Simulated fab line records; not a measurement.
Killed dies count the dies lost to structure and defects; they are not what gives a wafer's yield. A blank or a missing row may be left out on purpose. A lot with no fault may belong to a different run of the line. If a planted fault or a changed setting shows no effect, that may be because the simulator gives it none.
Matching of chambers    flow gf180mcu    rieDiel-03 running GF_V4_ETCH_16: 4 sister chambers
The step etches BARC in N2/H2. 16 wafers are shown with their chamber, then 8 later ones without.

## WAFERS WITH THEIR CHAMBER
wafer   chamber  throttleValvePct (%)  oesProductAu (a.u.)  h2FlowSccm (sccm)
L074.1  2        13.209                0.854                200.6
L074.3  3        13.215                0.851                200.5
L074.4  1        13.205                0.848                200.4
L075.1  2        13.224                0.860                200.9
L075.5  0        13.220                0.852                200.6
L075.6  1        13.218                0.861                200.5
L083.1  2        13.236                0.856                199.9
L083.5  0        13.231                0.847                201.4
L083.6  3        13.224                0.856                199.0
L085.2  1        13.213                0.856                199.6
L085.4  1        13.219                0.853                201.0
L085.6  2        13.227                0.856                200.2
L090.1  3        13.220                0.857                200.4
L090.4  0        13.228                0.856                199.1
L090.6  3        13.215                0.842                200.4
L093.2  2        13.234                0.854                200.0

SIGNATURES (means of the wafers above)
reading           chamber 0  chamber 1  chamber 2  chamber 3  scatter within a chamber
throttleValvePct  13.22633   13.21375   13.22600   13.21850   0.00765
oesProductAu      0.85167    0.85450    0.85600    0.85150    0.00496
h2FlowSccm        200.367    200.375    200.320    200.075    0.706
Rule: a wafer lies at a distance from a chamber equal to the root of the sum of squares, over the readings, of (its reading less the chamber's mean, divided by the reading's scatter). The wafer belongs to the nearest chamber; if the next one is less than 2 further off, it can't be placed. The scatter: take each reading less its chamber's mean, square it, sum over the shown wafers, divide by the number of wafers less the number of chambers, and take the root.

## WAFERS WITH NO CHAMBER GIVEN
wafer   throttleValvePct (%)  oesProductAu (a.u.)  h2FlowSccm (sccm)
L093.4  13.212                0.850                201.1
L093.5  13.226                0.849                200.1
L095.1  13.218                0.863                199.6
L095.4  13.227                0.856                200.2
L095.5  13.239                0.836                200.5
L096.1  13.235                0.852                199.2
L096.4  13.211                0.848                199.9
L096.5  13.237                0.856                199.9

## EACH ONE'S CHAMBER
wafer   from the rows above                in truth
L093.4  can't be placed: 1 or 3 or 0 or 2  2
L093.5  can't be placed: 0 or 3 or 2 or 1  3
L095.1  can't be placed: 2 or 1 or 3 or 0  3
L095.4  can't be placed: 2 or 0 or 3 or 1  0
L095.5  can't be placed: 0 or 3 or 2 or 1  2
L096.1  can't be placed: 0 or 2 or 3 or 1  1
L096.4  can't be placed: 3 or 1 or 0 or 2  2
L096.5  can't be placed: 2 or 0 or 3 or 1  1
Correct placement for 0 of the 8. Not placeable from these rows: 8 (in 8, the candidates include the true chamber). Number placed wrongly: 0.
